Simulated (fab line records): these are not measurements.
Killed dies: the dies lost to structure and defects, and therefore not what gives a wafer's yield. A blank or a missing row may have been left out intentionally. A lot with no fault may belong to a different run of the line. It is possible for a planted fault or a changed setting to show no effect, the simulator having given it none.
fab line records	flow sky130
record: lots: 7	wafers: 21	last-day: 49
route steps=708 shown SONOS_ONO@186 GATE_OXIDE@187 PAD_OPEN@708
lots that met no fault: from a run of the same line without faults
start-h: the number of hours between the record's first day and the start of the first shown wafer of the lot	wait-h: hours since the lot's step before	" the same as in the row above	L1.1+2: a row that stands for several wafers	- no value present, or no start provided	* or withheld: withheld	< > ~ a bound
route shown NAME@n: NAME is a module with steps in the file, n the number in the route of the first one	usual: mean/standard deviation taken from wafers without a fault	same: alike in all rows	chamber/n: place in a boat	sites: readings site by site	_std_site: standard deviation across them	_edge_site: outer sites' mean less inner sites'	radius-mm: for every site, how far away it sits from the centre of the wafer	mask NAME#n: copy n	behind: the last tool/chamber to shape the wafer	hold: what put the lot on hold/how long, in hours/how the hold closed	device: names the non-switching transistor (n, p or np)	end of line: tests run on the same wafers once the route is complete	a step with no rows: only its recipe	killed: at the first sort, the dies lost to defects and structure; wafer yield is something else	map: shows each die of a wafer: x if killed, . if not, _ if none is there
set.NAME: setting as actually run; set.NAME@STEP: the setting as run at that earlier step	model.NAME: the simulator's own value behind a step, which no gauge read
a table for each step, a row for each wafer; lots at some steps of the route
services: when a tool's chamber went out of use (start-h, in hours from the record's first day, below 0 if earlier), for how many hours, and the reason
== steps ==
step: SKY_SONOS_ONO_WET_ETCH_18
recipe: chemistry: H3PO4	target-depth-nm: 15	target: Si3N4	temp-c: 160	time-s: 172
step: SKY_GATE_OXIDE_CLEAN_00
recipe: chemistry: SC1/SC2	mix: 1:4:20	temp-c: 70	time-s: 150	dry: n2-spin
step: SKY_GATE_OXIDE_OXIDATION_01
recipe: temp-c: 900	ambient: O2	stabilise-s: 600	purge-s: 300	target-thk-a: 102.68	ox-time-s: 1473
step: SKY_GATE_OXIDE_THK_MEAS_02
recipe: reads: SiO2_of_GATE_OXIDE_OXIDATION_01
usual: GATE_OXIDE_OXIDATION_00_THK: 10.21/0.23
lot.wafer	tool	chamber	start-h	wait-h	GATE_OXIDE_OXIDATION_00_THK[nm]
L890.2	film-metro-02	-	300.17	0.0	10.15
L890.3	"	-	"	"	10.27
L890.5	"	-	"	"	10.21
L891.1	film-metro-03	-	311.58	0.0	10.19
L891.4	"	-	"	"	10.20
L891.6	"	-	"	"	10.21
L892.1	film-metro-02	-	324.21	0.0	10.69
L892.3	"	-	"	"	10.78
L892.4	"	-	"	"	10.48
L896.3	film-metro-02	-	365.61	0.0	10.44
L896.5	"	-	"	"	10.38
L896.6	"	-	"	"	10.48
L902.1	film-metro-03	-	397.41	0.0	9.97
L902.4	"	-	"	"	10.13
L902.5	"	-	"	"	9.92
L903.3	film-metro-03	-	404.78	0.0	10.00
L903.4	"	-	"	"	10.09
L903.6	"	-	"	"	9.87
L904.1	film-metro-02	-	419.59	0.0	10.30
L904.3	"	-	"	"	10.26
L904.5	"	-	"	"	10.15
step: SKY_GATE_OXIDE_DEHYDRATE_03
recipe: temp-c: 200	time-s: 60
step: SKY_GATE_OXIDE_HMDS_04
recipe: prime-time-s: 60	prime-temp-c: 120
step: SKY_GATE_OXIDE_COAT_05
recipe: resist: NOVOLAK	spin-rpm: 3000	resist-thk-nm: 1140
step: SKY_GATE_OXIDE_SOFTBAKE_06
recipe: temp-c: 90	time-s: 60	resist: NOVOLAK
step: SKY_GATE_OXIDE_EXPOSE_07
recipe: mask-id: LVOM	na: 0.6	source-shape: conventional	sigma-outer: 0.6	polarization: unpolarized	target-cd-nm: 600	dose-mj: 170
step: SKY_GATE_OXIDE_PEB_08
recipe: temp-c: withheld	time-s: *	resist: NOVOLAK
step: SKY_GATE_OXIDE_DEVELOP_09
recipe: resist: NOVOLAK	developer: TMAH	develop-time-s: 60	dev-temp-c: 23
step: SKY_GATE_OXIDE_OVL_MEAS_10
usual: GATE_OXIDE_OVL: -0.2/1.4
lot.wafer	tool	chamber	start-h	wait-h	GATE_OXIDE_OVL[nm]
L890.2	overlay-01	-	325.30	0.1	1.6
L890.3	"	-	"	"	1.1
L890.5	"	-	"	"	-0.4
L891.1	overlay-01	-	336.02	0.1	0.5
L891.4	"	-	"	"	0.8
L891.6	"	-	"	"	-0.1
L892.1	overlay-02	-	349.82	0.1	1.4
L892.3	"	-	"	"	1.7
L892.4	"	-	"	"	1.4
L896.3	overlay-02	-	393.31	0.1	-1.6
L896.5	"	-	"	"	-3.1
L896.6	"	-	"	"	-2.9
L902.1	overlay-01	-	426.92	0.1	-0.7
L902.4	"	-	"	"	-0.6
L902.5	"	-	"	"	-1.1
L903.3	overlay-02	-	434.63	0.1	2.1
L903.4	"	-	"	"	0.4
L903.6	"	-	"	"	2.3
L904.1	overlay-02	-	449.80	0.1	-0.1
L904.3	"	-	"	"	-0.4
L904.5	"	-	"	"	-1.9
step: SKY_GATE_OXIDE_IMPLANT_11
recipe: species: B	energy-kev: 10	dose-cm2: 2.6e+12	tilt-deg: withheld
usual: implant-ion-amu: 11/0
lot.wafer	tool	chamber	start-h	wait-h	implant-ion-amu	model.implant.rp-nm	model.implant.drp-nm
L890.2	implanter-01	0	325.36	0.0	11	33.03	17.11
L890.3	"	0	"	"	11	33.03	17.11
L890.5	"	0	"	"	11	33.03	17.11
L891.1	implanter-01	0	336.05	0.0	11	33.78	17.11
L891.4	"	0	"	"	11	33.78	17.11
L891.6	"	0	"	"	11	33.78	17.11
L892.1	implanter-03	0	349.85	0.0	11	33.36	17.11
L892.3	"	0	"	"	11	33.36	17.11
L892.4	"	0	"	"	11	33.36	17.11
L896.3	implanter-04	0	393.38	0.1	11	33.15	17.11
L896.5	"	0	"	"	11	33.15	17.11
L896.6	"	0	"	"	11	33.15	17.11
L902.1	implanter-01	0	426.95	0.0	49	10.22	6.005
L902.4	"	0	"	"	49	10.22	6.005
L902.5	"	0	"	"	49	10.22	6.005
L903.3	implanter-03	0	434.70	0.1	49	10.14	6.005
L903.4	"	0	"	"	49	10.14	6.005
L903.6	"	0	"	"	49	10.14	6.005
L904.1	implanter-01	0	449.83	0.0	49	9.736	6.005
L904.3	"	0	"	"	49	9.736	6.005
L904.5	"	0	"	"	49	9.736	6.005
step: SKY_GATE_OXIDE_WET_ETCH_12
recipe: chemistry: dHF	target-depth-nm: 16.8	dry: n2-spin	target: SiO2	dilution: 100:1	temp-c: 25	time-s: 336
step: SKY_GATE_OXIDE_STRIP_13
recipe: chemistry: O2/N2	power-w: 1400	pressure-mtorr: 1500	platen-temp-c: withheld	o2-flow-sccm: 3000	n2-flow-sccm: 300	overash-fraction: 0.5
usual: drypump-motor-current-A: 5.8/0.31	oes-product-au: 0.715/0.0048	strip-time-to-endpoint-s: 14.16/0.034
lot.wafer	tool	chamber	start-h	wait-h	drypump-motor-current-A	oes-product-au	rf-hours-counter-h	strip-time-to-endpoint-s
L890.2	plasma-asher-04	0	325.58	0.0	5.3	0.718	50	14.16
L890.3	"	1	"	"	5.7	0.712	-	14.20
L890.5	"	0	"	"	5.3	0.715	-	14.19
L891.1	plasma-asher-04	1	336.30	0.0	5.7	0.716	51	14.20
L891.4	"	0	"	"	5.3	0.706	-	14.18
L891.6	"	0	"	"	5.3	0.716	-	14.19
L892.1	plasma-asher-02	0	350.10	0.0	5.7	0.719	22	14.20
L892.3	"	0	"	"	5.7	0.707	-	14.22
L892.4	"	1	"	"	6.2	0.725	-	14.21
L896.3	plasma-asher-04	0	393.62	0.0	5.3	0.717	-	14.16
L896.5	"	1	"	"	5.7	0.711	-	14.09
L896.6	"	0	"	"	5.3	0.717	-	14.13
L902.1	plasma-asher-02	1	427.22	0.0	6.2	0.717	28	14.06
L902.4	"	1	"	"	6.2	0.712	-	14.11
L902.5	"	1	"	"	6.2	0.716	-	14.16
L903.3	plasma-asher-04	0	434.94	0.0	5.3	0.715	-	14.14
L903.4	"	1	"	"	5.7	0.715	-	14.14
L903.6	"	1	"	"	5.7	0.713	-	14.12
L904.1	plasma-asher-02	1	450.09	0.0	6.2	0.720	31	14.18
L904.3	"	0	"	"	5.7	0.723	-	14.23
L904.5	"	0	"	"	5.7	0.718	-	14.21
step: SKY_GATE_OXIDE_TW_MEAS_14
usual: GATE_OXIDE_TW: 222.8/2.4
lot.wafer	tool	chamber	start-h	wait-h	GATE_OXIDE_TW
L890.2	film-metro-02	-	325.69	0.1	225.8
L890.3	"	-	"	"	224.0
L890.5	"	-	"	"	224.3
L891.1	film-metro-02	-	336.40	0.1	224.8
L891.4	"	-	"	"	224.7
L891.6	"	-	"	"	223.8
L892.1	film-metro-04	-	350.20	0.1	222.8
L892.3	"	-	"	"	222.9
L892.4	"	-	"	"	220.9
L896.3	film-metro-03	-	393.71	0.1	219.7
L896.5	"	-	"	"	219.3
L896.6	"	-	"	"	218.4
L902.1	film-metro-03	-	427.32	0.1	318.3
L902.4	"	-	"	"	318.7
L902.5	"	-	"	"	320.2
L903.3	film-metro-02	-	435.02	0.1	328.7
L903.4	"	-	"	"	328.3
L903.6	"	-	"	"	327.4
L904.1	film-metro-02	-	450.19	0.1	329.8
L904.3	"	-	"	"	329.8
L904.5	"	-	"	"	330.0
step: SKY_GATE_OXIDE_CLEAN_15
recipe: chemistry: SC1/SC2	mix: 1:4:20	temp-c: 70	time-s: 150	dry: n2-spin
step: SKY_PAD_OPEN_PROBE_99
usual: killed_at_M0_to_M3: 42/6.3	killed_at_M4_up: 2.8/1.9	killed-at-contacts: 23/5.3	killed-at-front-end: 16/4.3	killed-at-other: 0.2/0.51	killed-dies: 84/9.3	killed-open: 46/7.6	killed-short: 38/6.3
same: gross-dies: 492	killed-at-back-side: 0
lot.wafer	tool	chamber	start-h	wait-h	killed_at_M0_to_M3	killed_at_M4_up	killed-at-contacts	killed-at-front-end	killed-at-other	killed-dies	killed-open	killed-short	model.etest.tip-p.rs-ohm-sq	model.etest.pfet_01v8.r-on-ohm-um	model.etest.nfet_01v8_lvt.drive-ua-um	model.etest.pfet_01v8_lvt.drive-ua-um	model.etest.nfet_01v8.drive-ua-um	model.etest.nfet_01v8_swapped.drive-ua-um	model.etest.nfet_01v8_turned.drive-ua-um	model.etest.sram-nfet-pass.drive-ua-um
L890.2	prober-02	-	1094.23	0.1	45	1	24	11	0	81	50	31	6949	2910	558.5	171.9	491.1	489.9	487.7	480.8
L890.3	prober-02	-	1094.28	0.2	40	3	18	10	0	71	39	32	6943	2954	556.2	173.4	487	483.7	486.1	479.7
L890.5	prober-02	-	1094.38	0.2	43	3	25	8	0	79	43	36	6968	2959	550.9	169.7	482.7	487.4	485.4	470.6
L891.1	prober-01	-	1099.50	0.1	42	0	19	12	0	73	40	33	6867	2881	568.1	176.3	492.1	496	497.2	468.6
L891.4	prober-01	-	1099.65	0.2	49	2	20	12	0	83	47	36	6932	2943	556.4	175.7	488.7	488.5	490.3	477.2
L891.6	prober-01	-	1099.75	0.2	53	5	23	18	0	99	44	55	6859	2888	571.6	177.5	493.2	498.3	497.8	473.8
L892.1	prober-02	-	1118.73	0.1	34	6	27	14	1	82	46	36	6985	3151	528.6	163.6	462.6	463.4	460.4	443.3
L892.3	prober-02	-	1118.83	0.2	39	4	33	14	0	90	56	34	6929	2979	533.9	169.2	472.4	466.4	465.5	443.2
L892.4	prober-02	-	1118.88	0.2	51	0	14	20	0	85	45	40	6936	3068	525.7	166.1	456.4	460.6	459.6	442
L896.3	prober-01	-	1139.82	0.2	46	5	26	14	0	91	54	37	6945	2954	558.9	173.3	489.2	487	491.1	473.2
L896.5	prober-01	-	1139.92	0.2	36	1	26	13	2	78	45	33	6936	2933	569.8	174.4	500.1	502.3	501.4	480
L896.6	prober-01	-	1139.97	0.2	39	3	27	19	2	90	55	35	7030	2976	572.4	171.6	498.6	499.4	502.3	472.6
L902.1	prober-01	-	1167.52	0.1	41	4	24	24	1	94	54	40	7717	3302	624	108.7	539.7	541.5	540.1	508.6
L902.4	prober-01	-	1167.67	0.2	39	2	32	15	0	88	55	33	7756	3276	638.7	106.9	564.1	556.6	559.4	530.6
L902.5	prober-01	-	1167.72	0.2	49	3	17	14	0	83	51	32	7722	3303	618.4	106.5	537.4	539	533.1	517.1
L903.3	prober-02	-	1175.25	0.2	35	2	21	17	0	75	40	35	7659	3349	629.2	105.3	547.9	541.1	543.9	517.9
L903.4	prober-02	-	1175.30	0.2	48	4	17	16	0	85	41	44	7645	3454	617.1	103.7	534.8	535.5	539.7	495.4
L903.6	prober-02	-	1175.40	0.2	43	3	20	13	0	79	32	47	7641	3322	638.7	106.8	547.2	556.7	549.3	541.7
L904.1	prober-02	-	1177.95	0.1	41	4	30	18	0	93	50	43	7702	3453	624.6	102.2	534.4	536.3	537	518.1
L904.3	prober-02	-	1178.05	0.2	43	2	25	16	1	87	43	44	7715	3342	626.4	102.8	543.2	542.2	540.6	532
L904.5	prober-02	-	1178.15	0.2	31	3	23	9	0	66	28	38	7729	3465	614.5	102.8	536	535.7	536.8	501.2
killed by level:class
L890.2 CONTACT:geometric-particle:open=11 VIA2:geometric-particle:open=10 VIA1:geometric-particle:open=9 VIA3:geometric-particle:open=8 METAL1:geometric-particle:short=7 VIA1:geometric-particle:short=6 LI_CONTACT:geometric-particle:open=5 FIELD_ISO:geometric-particle:open=3
L890.3 VIA3:geometric-particle:open=9 LI_CONTACT:geometric-particle:open=7 VIA1:geometric-particle:open=7 VIA2:geometric-particle:open=7 CONTACT:geometric-particle:open=5 METAL1:geometric-particle:short=4 VIA3:geometric-particle:short=4 FIELD_ISO:geometric-particle:short=3
L890.5 CONTACT:geometric-particle:open=12 VIA1:geometric-particle:open=7 VIA2:geometric-particle:open=6 METAL2:geometric-particle:short=6 METAL1:geometric-particle:short=5 VIA3:geometric-particle:open=5 METAL3:geometric-particle:short=4 LI_CONTACT:geometric-particle:open=4
L891.1 CONTACT:geometric-particle:open=8 METAL1:geometric-particle:short=8 VIA1:geometric-particle:open=6 VIA2:geometric-particle:open=5 LOCAL_INTERCONNECT:geometric-particle:open=5 METAL2:geometric-particle:short=5 FIELD_ISO:geometric-particle:open=4 VIA1:geometric-particle:short=4
L891.4 VIA1:geometric-particle:open=15 METAL1:geometric-particle:short=8 LI_CONTACT:geometric-particle:open=7 CONTACT:geometric-particle:open=5 POLY_GATE:geometric-particle:open=4 METAL3:geometric-particle:short=4 METAL2:geometric-particle:open=4 VIA2:geometric-particle:open=4
L891.6 CONTACT:geometric-particle:open=10 VIA1:geometric-particle:open=10 METAL1:geometric-particle:short=8 VIA1:geometric-particle:short=8 VIA3:geometric-particle:short=7 METAL2:geometric-particle:short=6 POLY_GATE:geometric-particle:short=5 LOCAL_INTERCONNECT:geometric-particle:short=5
L892.1 CONTACT:geometric-particle:open=14 VIA1:geometric-particle:open=9 VIA1:geometric-particle:short=7 METAL1:geometric-particle:short=5 FIELD_ISO:geometric-particle:open=4 LI_CONTACT:geometric-particle:open=4 VIA3:geometric-particle:open=4 POLY_GATE:geometric-particle:open=3
L892.3 CONTACT:geometric-particle:open=19 VIA1:geometric-particle:open=10 VIA2:geometric-particle:open=6 METAL1:geometric-particle:open=4 VIA3:geometric-particle:open=4 CONTACT:geometric-particle:short=4 LOCAL_INTERCONNECT:geometric-particle:short=4 VIA1:geometric-particle:short=4
L892.4 VIA1:geometric-particle:open=11 VIA1:geometric-particle:short=9 FIELD_ISO:geometric-particle:short=6 VIA2:geometric-particle:open=6 VIA3:geometric-particle:open=5 POLY_GATE:geometric-particle:short=4 LI_CONTACT:geometric-particle:open=4 METAL1:geometric-particle:short=4
L896.3 VIA1:geometric-particle:open=14 CONTACT:geometric-particle:open=12 LI_CONTACT:geometric-particle:open=8 VIA2:geometric-particle:open=7 METAL2:geometric-particle:short=6 VIA1:geometric-particle:short=5 VIA3:geometric-particle:short=4 VIA3:geometric-particle:open=4
L896.5 VIA2:geometric-particle:open=8 CONTACT:geometric-particle:open=7 VIA1:geometric-particle:open=7 LI_CONTACT:geometric-particle:open=6 VIA3:geometric-particle:open=6 CONTACT:geometric-particle:short=5 VIA3:geometric-particle:short=5 LOCAL_INTERCONNECT:geometric-particle:short=4
L896.6 CONTACT:geometric-particle:open=10 VIA3:geometric-particle:open=9 LI_CONTACT:geometric-particle:open=8 FIELD_ISO:geometric-particle:short=7 FIELD_ISO:geometric-particle:open=6 VIA1:geometric-particle:open=6 VIA1:geometric-particle:short=5 LOCAL_INTERCONNECT:geometric-particle:short=5
L902.1 VIA1:geometric-particle:open=14 CONTACT:geometric-particle:open=12 VIA1:geometric-particle:short=8 FIELD_ISO:geometric-particle:short=6 POLY_GATE:geometric-particle:short=6 LI_CONTACT:geometric-particle:open=6 FIELD_ISO:geometric-particle:open=5 VIA2:geometric-particle:open=5
L902.4 VIA1:geometric-particle:open=13 LI_CONTACT:geometric-particle:open=11 CONTACT:geometric-particle:open=9 VIA3:geometric-particle:open=6 VIA2:geometric-particle:open=6 FIELD_ISO:geometric-particle:short=5 METAL2:geometric-particle:short=5 LOCAL_INTERCONNECT:geometric-particle:short=4
L902.5 VIA1:geometric-particle:open=16 CONTACT:geometric-particle:open=10 VIA3:geometric-particle:open=9 POLY_GATE:geometric-particle:open=5 METAL3:geometric-particle:short=5 METAL1:geometric-particle:short=4 VIA2:geometric-particle:open=4 FIELD_ISO:geometric-particle:short=3
L903.3 CONTACT:geometric-particle:open=7 VIA1:geometric-particle:open=7 POLY_GATE:geometric-particle:short=5 LI_CONTACT:geometric-particle:open=5 METAL1:geometric-particle:short=5 VIA3:geometric-particle:open=5 POLY_GATE:geometric-particle:open=4 LI_CONTACT:geometric-particle:short=4
L903.4 METAL1:geometric-particle:short=12 VIA1:geometric-particle:open=11 CONTACT:geometric-particle:open=7 VIA3:geometric-particle:open=6 POLY_GATE:geometric-particle:short=5 LI_CONTACT:geometric-particle:open=4 METAL3:geometric-particle:short=4 VIA2:geometric-particle:short=4
L903.6 VIA1:geometric-particle:open=7 METAL2:geometric-particle:short=7 CONTACT:geometric-particle:open=6 METAL1:geometric-particle:short=6 VIA3:geometric-particle:open=6 POLY_GATE:geometric-particle:short=5 VIA1:geometric-particle:short=5 METAL3:geometric-particle:short=5
L904.1 CONTACT:geometric-particle:open=14 FIELD_ISO:geometric-particle:short=9 VIA2:geometric-particle:open=8 METAL1:geometric-particle:short=8 VIA1:geometric-particle:open=7 LI_CONTACT:geometric-particle:open=5 VIA2:geometric-particle:short=5 LOCAL_INTERCONNECT:geometric-particle:short=4
L904.3 VIA2:geometric-particle:open=8 LI_CONTACT:geometric-particle:open=7 CONTACT:geometric-particle:open=7 METAL2:geometric-particle:short=7 CONTACT:geometric-particle:short=6 FIELD_ISO:geometric-particle:open=5 METAL1:geometric-particle:short=5 VIA3:geometric-particle:open=5
L904.5 VIA1:geometric-particle:open=8 CONTACT:geometric-particle:short=7 CONTACT:geometric-particle:open=5 LI_CONTACT:geometric-particle:short=4 METAL1:geometric-particle:short=4 VIA2:geometric-particle:open=4 VIA3:geometric-particle:short=3 LI_CONTACT:geometric-particle:open=3
== services ==
tool	chamber	start-h	hours	kind
plasma-asher-04	-	311.88	2.5	repair
plasma-asher-04	-	318.23	2.8	pm
plasma-asher-02	-	328.59	1.5	repair
implanter-04	-	341.64	2.8	repair
plasma-asher-02	-	353.08	0.9	repair
plasma-asher-04	-	389.90	2.7	repair
plasma-asher-02	-	393.53	14.6	pm
implanter-01	-	414.37	4.4	repair
plasma-asher-04	-	422.75	0.9	repair
plasma-asher-04	-	436.12	1.6	repair
== key ==
first-sign: step: SKY_GATE_OXIDE_IMPLANT_11	reading: implant-ion-amu	direction: up	sigmas: 99+	usual: 11	struck: 49
effect: step: SKY_GATE_OXIDE_TW_MEAS_14	reading: GATE_OXIDE_TW	direction: up	sigmas: 43	usual: 222.8	struck: 325.7
model-effect: step: SKY_GATE_OXIDE_IMPLANT_11	value: implant.rp-nm	without: 32.64	struck: 10.03
model-effect: step: SKY_PAD_OPEN_PROBE_99	value: etest.tip-p.rs-ohm-sq	without: 6905	struck: 7698
met-at SKY_GATE_OXIDE_IMPLANT_11
struck-wafers L902.1,L902.4,L902.5,L903.3,L903.4,L903.6,L904.1,L904.3,L904.5
tester-left-out L902,L903,L904
onset-between 349.85 426.95
fault: kind: wrong-recipe-download	tool: implanter-01,implanter-03,implanter-04	chamber: -	onset-h: 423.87	steps: SKY_GATE_OXIDE_IMPLANT_11	wrong-recipe.not-listed: 1
tester-left-out: of these lots the tester's yield and bins aren't shown, on N5 and GAA mostly nor the transistor test; their killed dies are dies lost to structure and defects alone, not to doping, threshold or leakage, so they don't give the yield
